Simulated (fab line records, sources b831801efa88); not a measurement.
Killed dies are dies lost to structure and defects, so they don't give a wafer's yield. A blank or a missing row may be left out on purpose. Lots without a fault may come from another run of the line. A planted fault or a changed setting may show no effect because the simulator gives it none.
A struck lot beside a sound one | flow gf180mcu | 26 steps out of a route of 602
Sound: wafers L956.1, L956.3, L956.4. Struck: wafers L959.2, L959.5, L959.6. The cause comes at the end.
At each step with rows: each side's tool, then ch and its chambers, then its first start. Under that, the readings that differ: sound wafers | struck wafers | difference of the means | sigmas: that difference in standard deviations of wafers without a fault.
alike: readings whose means differ by less than 2 such deviations, and words and numbers that are the same on both sides. not compared: withheld readings, readings that some wafer has no value for, bounds like >300 that may hide the same value, and numbers for which the record gives no deviation and whose values overlap.
The two part at a step that has a row with sigmas, a row that says differs or no value, or rows on one side only. Numbers that don't overlap but have no deviation are shown without sigmas and don't part them. A reading that every wafer of one side lacks parts them only if that side has two wafers or more.

first, 6 steps without rows for these wafers: GF_TOP_METAL_HMDS_08 (prime time 60 s); GF_TOP_METAL_COAT_09 (resist thk 1500 nm); GF_TOP_METAL_SOFTBAKE_10 (time 60 s); GF_TOP_METAL_EXPOSE_11 (exposes mask MetalTop, target cd 440 nm); GF_TOP_METAL_PEB_12; GF_TOP_METAL_DEVELOP_13 (develop time 60 s).
GF_TOP_METAL_CD_MEAS_14: target cd 440 nm.
  sound on cd_sem-01, day 29 04:47; struck on cd_sem-01, day 30 09:18
  alike: cd_nm
GF_TOP_METAL_OVL_MEAS_15:
  sound on overlay-02, day 29 04:55; struck on overlay-01, day 30 09:25
  alike: TOP_METAL_OVL
GF_TOP_METAL_METAL_ETCH_16: etches the open film in Cl2/BCl3, stops on SiO2, target depth 1077.5 nm, time 179.6 s.
  sound on rie_metal-03 ch 0,1, day 29 04:56; struck on rie_metal-04 ch 0,1, day 30 09:26
  alike: chamber_pressure_mTorr, drypump_motor_current_A, he_backside_leak_sccm, oes_product_au, throttle_valve_pct
  not compared: rf_hours_counter_h
GF_TOP_METAL_STRIP_17: strips in O2/N2.
  sound on plasma_asher-04 ch 0,1, day 29 05:07; struck on plasma_asher-04 ch 0,1, day 30 09:37
  alike: chamber_pressure_mTorr, drypump_motor_current_A, heater_power_w, oes_product_au, strip_time_to_endpoint_s
  not compared: rf_hours_counter_h
then, 2 steps without rows for these wafers: GF_TOP_METAL_STRIP_18 (strips in post etch residue remover, time 1200 s); GF_TOP_METAL_CLEAN_19 (cleans in DIW).
GF_PASSIVATION_CVD_00: deposits SiO2 from TEOS, target thk 1000 nm, time 111.95 s.
  sound on pecvd-03 ch 0,1, day 29 05:39; struck on pecvd-04 ch 0,1,2, day 30 10:09
  alike: heater_power_w
GF_PASSIVATION_THK_MEAS_01:
  sound on film_metro-01, day 29 05:44; struck on film_metro-02, day 30 10:14
  reading                     | sound        | struck      | difference | sigmas
  PASSIVATION_CVD_00_THK (nm) | 979 997 1003 | 779 785 803 | -204       | -15
GF_PASSIVATION_CVD_02: deposits Si3N4, target thk 700 nm, time 486.18 s.
  sound on pecvd-04 ch 0,1,2, day 29 05:47; struck on pecvd-01 ch 0,2, day 30 10:17
  alike: heater_power_w
GF_PASSIVATION_THK_MEAS_03:
  sound on film_metro-02, day 29 06:05; struck on film_metro-04, day 30 10:35
  alike: PASSIVATION_CVD_02_THK
then, 7 steps without rows for these wafers: GF_PASSIVATION_DEHYDRATE_04 (time 60 s); GF_PASSIVATION_HMDS_05 (prime time 60 s); GF_PASSIVATION_COAT_06 (resist thk 4000 nm); GF_PASSIVATION_SOFTBAKE_07; GF_PASSIVATION_EXPOSE_08 (exposes mask Pad, target cd 40000 nm); GF_PASSIVATION_PEB_09; GF_PASSIVATION_DEVELOP_10 (develop time 60 s).
GF_PASSIVATION_ETCH_11: etches the open film in CF4/O2, stops on TiN, target depth 1800 nm, time 408.5 s.
  sound on rie_diel-03 ch 0,2,3, day 30 02:04; struck on rie_diel-04 ch 2,3, day 31 04:50
  reading                | sound             | struck            | difference | sigmas
  oes_product_au (a.u.)  | 0.950 0.960 0.970 | 0.891 0.899 0.899 | -0.064     | -8
  throttle_valve_pct (%) | 5.959 5.967 5.964 | 5.931 5.930 5.945 | -0.028     | -3
  alike: chamber_pressure_mTorr, drypump_motor_current_A
  not compared: rf_hours_counter_h
GF_PASSIVATION_STRIP_12: strips in O2/N2.
  sound on plasma_asher-01 ch 0,1, day 30 02:19; struck on plasma_asher-04 ch 0,1, day 31 05:04
  reading                      | sound             | struck            | difference | sigmas
  strip_time_to_endpoint_s (s) | 34.83 34.82 34.57 | 34.07 34.64 33.91 | -0.53      | -2
  alike: chamber_pressure_mTorr, drypump_motor_current_A, heater_power_w, oes_product_au
  not compared: rf_hours_counter_h
GF_PASSIVATION_PROBE_99:
  the record has rows for the struck wafers here (prober-01, day 31 06:50) and none for the sound ones

WHERE THEY PART
First at GF_PASSIVATION_THK_MEAS_01; last, within this record, at GF_PASSIVATION_PROBE_99.

WHY: what the simulator had put in
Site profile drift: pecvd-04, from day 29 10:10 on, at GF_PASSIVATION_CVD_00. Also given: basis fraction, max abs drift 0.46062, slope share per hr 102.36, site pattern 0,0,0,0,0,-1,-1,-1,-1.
